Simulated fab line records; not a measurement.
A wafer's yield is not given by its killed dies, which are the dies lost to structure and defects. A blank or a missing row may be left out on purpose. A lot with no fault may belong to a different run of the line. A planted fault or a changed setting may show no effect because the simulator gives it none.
8D (eight disciplines) problem report, filled in by code    flow sky130    the parts of the form that need people (team, actions taken, sign-off) are left out

## 1. WHAT WENT WRONG
SKY_METAL1_SPUTTER_03, cathode dc power W: mean 2865.3 W over 1 wafer from 1 lot; wafers with no fault: 3000.0 W, standard deviation 0.58. That is -99 or more standard deviations from the usual mean.
The step: material Ti, target thk 5 nm, time 3.3 s.
First seen on wafer L536.4, day 34 16:26, on pvd sputter-04. The record holds 15 wafers of 5 lots with a number at this step. Rule for "out" (also "out of limits"): further than 4 standard deviations from the usual mean. Any other wafer with a number is counted as sound.

## 2. WHAT IT IS, WHAT IT ISN'T
question                     is                  is not
which readings at this step  cathode dc power W  throttle valve pct
which lots                   L536                L529, L533, L544, L548
which wafers of those lots   L536.4              L536.1, L536.2
read on which tools          pvd sputter-04      pvd sputter-01
when                         from day 34 16:26   up to then (8 sound wafers); but 6 sound wafers of L544, L548 came after

## 3. WHAT RULES OUT EACH SUSPECT
Counting: if a tool at a process step up to the reading ran every lot that is out, it stays a suspect. Sound lots after the first of them don't rule it out here, since some wafers of a struck lot are sound.
- cvd w-02 at SKY_CONTACT_CVD_24 (deposits W, target thk 340 nm, time 102.12 s): kept. It ran the lot that is out, L536 (day 34 15:46).
- cmp-01 at SKY_CONTACT_CMP_27 (polishes, stops on SiO2, t overpolish 15 s, target thk 0 nm): kept. It ran the lot that is out, L536 (day 34 16:04).
- pvd sputter-04 at SKY_METAL1_SPUTTER_00 (material Ti, target thk 15 nm, time 10 s): kept. L536, the lot that is out, went through it at day 34 16:22; up to then, the latest sound lot through it was L533 at day 33 17:24.
- pvd sputter-04 at SKY_METAL1_SPUTTER_01 (material TiN, target thk 20 nm, time 16.7 s): kept. L536, the lot that is out, went through it at day 34 16:23; up to then, the latest sound lot through it was L533 at day 33 17:25.
- pvd sputter-04 at SKY_METAL1_SPUTTER_03 (material Ti, target thk 5 nm, time 3.3 s): kept. L536, the lot that is out, went through it at day 34 16:26; up to then, the latest sound lot through it was L533 at day 33 17:28. Out on those wafers are its own readings of cathode dc power W.
- Within cmp-01 at SKY_CONTACT_CMP_27: the wafers that are out ran in chamber 0; their sound lot-mates ran in chambers 1, 2.
Left after counting: cvd w-02 at SKY_CONTACT_CVD_24, cmp-01 at SKY_CONTACT_CMP_27, pvd sputter-04 at SKY_METAL1_SPUTTER_00, pvd sputter-04 at SKY_METAL1_SPUTTER_01, pvd sputter-04 at SKY_METAL1_SPUTTER_03.

## 4. THE CAUSE (what the simulator had put in)
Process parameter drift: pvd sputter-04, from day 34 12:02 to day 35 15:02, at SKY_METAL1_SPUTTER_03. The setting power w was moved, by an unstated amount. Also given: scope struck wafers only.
After counting, 5 suspects remain, this tool included.

## 5. THE EFFECT CHAIN, in route order
One row per reading whose mean, taken over the struck wafers that have a number, lies over 3 standard deviations from the usual. Scope: only readings with a usual standard deviation given in the record; hours: median across lots of the time from each lot's start at the first step in this table that gives one to its start at this step; sigmas: change in usual standard deviations.
hours  step                   reading             usual     on struck wafers  change  sigmas
0      SKY_METAL1_SPUTTER_03  cathode dc power W  3000.0 W  2865.3            -134.7  -99 or more
It contains these process steps:
- SKY_METAL1_SPUTTER_03: material Ti, target thk 5 nm, time 3.3 s.

## 6. WHAT WOULD HAVE CAUGHT IT SOONER
First out-of-limits reading in this record: day 34 16:26, which is 4 hours after fault onset at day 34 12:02.
